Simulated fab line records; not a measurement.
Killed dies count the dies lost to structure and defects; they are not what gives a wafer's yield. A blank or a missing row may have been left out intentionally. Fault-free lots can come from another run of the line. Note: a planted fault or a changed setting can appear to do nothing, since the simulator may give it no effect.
Struck lot and sound lot, side by side    flow sky130    18 steps out of a route of 708
Sound: the wafers L503.3, L503.4, L503.6. Struck: wafer L507.4 (left out: L507.1, L507.5 of the same lot, which were not struck); the cause appears at the end.
For every step that has rows: the tool of each side, followed by ch and its chambers, followed by its first start. Under that, the readings that differ: sound wafers    struck wafers    difference of the means    sigmas: that difference in standard deviations of wafers without a fault.
alike: readings whose means differ by less than 2 such deviations, and words and numbers that are the same on both sides. not compared: withheld readings, readings that some wafer has no value for, bounds like >300 that may hide the same value, and numbers for which the record gives no deviation and whose values overlap.
The two part at a step that has a row with sigmas, a row that says differs or no value, or rows on one side only. Non-overlapping numbers with no deviation appear without sigmas and do not part them. A reading missing from all wafers of one side parts the sides only when that side holds two or more wafers.

first, 3 steps without rows for these wafers: SKY_SONOS_ONO_WET_ETCH_18 (etches Si3N4 in H3PO4, target depth 15 nm, time 172 s); SKY_GATE_OXIDE_CLEAN_00 (cleans in SC1/SC2, time 150 s); SKY_GATE_OXIDE_OXIDATION_01 (stabilise 600 s, purge 300 s, target thk 10.268 nm).
SKY_GATE_OXIDE_THK_MEAS_02:
  sound on film-metro-04 at day 13 19:12; struck on film-metro-03 at day 15 01:41
  alike: GATE_OXIDE_OXIDATION_00_THK
then, 7 steps without rows for these wafers: SKY_GATE_OXIDE_DEHYDRATE_03 (time 60 s); SKY_GATE_OXIDE_HMDS_04 (prime time 60 s); SKY_GATE_OXIDE_COAT_05 (resist thk 1140 nm); SKY_GATE_OXIDE_SOFTBAKE_06 (time 60 s); SKY_GATE_OXIDE_EXPOSE_07 (exposes mask LVOM, target cd 600 nm); SKY_GATE_OXIDE_PEB_08; SKY_GATE_OXIDE_DEVELOP_09 (develop time 60 s).
SKY_GATE_OXIDE_OVL_MEAS_10:
  sound on overlay-01 at day 14 21:22; struck on overlay-01 at day 16 04:42
  alike: GATE_OXIDE_OVL
SKY_GATE_OXIDE_IMPLANT_11:
  sound on implanter-01 ch 0, day 14 21:26; struck on implanter-02 ch 0, day 16 04:44
  alike: beam-energy-keV, end-station-pressure-torr, faraday-current-uA
then, 1 step without rows for these wafers: SKY_GATE_OXIDE_WET_ETCH_12 (etches SiO2 in dHF, target depth 16.8 nm, time 336 s).
SKY_GATE_OXIDE_STRIP_13: strips in O2/N2.
  sound on plasma-asher-03 ch 0,1, day 14 21:40; struck on plasma-asher-03 ch 1, day 16 04:59
reading                sound              struck  difference  sigmas
oes-product-au (a.u.)  0.709 0.717 0.720  0.706   -0.009      -2
  alike: chamber-pressure-mTorr, drypump-motor-current-A, strip-time-to-endpoint-s
  not compared: rf-hours-counter-h
SKY_GATE_OXIDE_TW_MEAS_14:
  sound on film-metro-02 at day 14 21:46; struck on film-metro-03 at day 16 05:05
reading        sound              struck  difference  sigmas
GATE_OXIDE_TW  221.0 221.2 222.4  213.9   -7.6        -5
then, 1 step without rows for these wafers: SKY_GATE_OXIDE_CLEAN_15 (cleans in SC1/SC2, time 150 s).
-- record jumps: 31 days separate the struck wafers' starts on either side; left off in module GATE_OXIDE, taken up again in module PAD_OPEN, whose first shown step is the route's number 708 --
SKY_PAD_OPEN_PROBE_99:
  sound on prober-02 at day 46 11:40; struck on prober-01 at day 47 11:51
reading                                      sound              struck  difference  sigmas
killed-at-front-end                          10 13 12           27      +15         +4
killed-dies                                  74 87 76           101     +22         +2
killed-open                                  40 42 38           54      +14         +2
model.etest.tip-p.rs-ohm-sq                  6776 6766 6818     7140    +353        
model.etest.tip-p.rs-ohm-sq-range            281.8 166.6 226.7  452.7   +227.7      
model.etest.pfet_01v8.r-on-ohm-um            2807 2800 2876     3131    +303        
model.etest.tip-p.rs-ohm-sq-rim-less-centre  40.54 65.54 161.9  -244.3  -333.6      
model.etest.nfet_01v8_lvt.drive-ua-um        575.9 578.8 564.5  613.7   +40.6       
model.etest.nfet_01v8_turned.drive-ua-um     512.6 509 494      531.1   +25.9       
model.etest.nfet_01v8.drive-ua-um            511.8 505.7 495.1  534     +30         
model.etest.nfet_01v8_swapped.drive-ua-um    514.7 511.2 493.3  530.2   +23.8       
  alike: killed_at_M0_to_M3, killed_at_M4_up, killed-at-contacts, killed-at-other, killed-short

== WHERE THEY PART ==
At SKY_GATE_OXIDE_STRIP_13 first; at SKY_PAD_OPEN_PROBE_99 last (within this record only).

WHY: what the simulator had put in
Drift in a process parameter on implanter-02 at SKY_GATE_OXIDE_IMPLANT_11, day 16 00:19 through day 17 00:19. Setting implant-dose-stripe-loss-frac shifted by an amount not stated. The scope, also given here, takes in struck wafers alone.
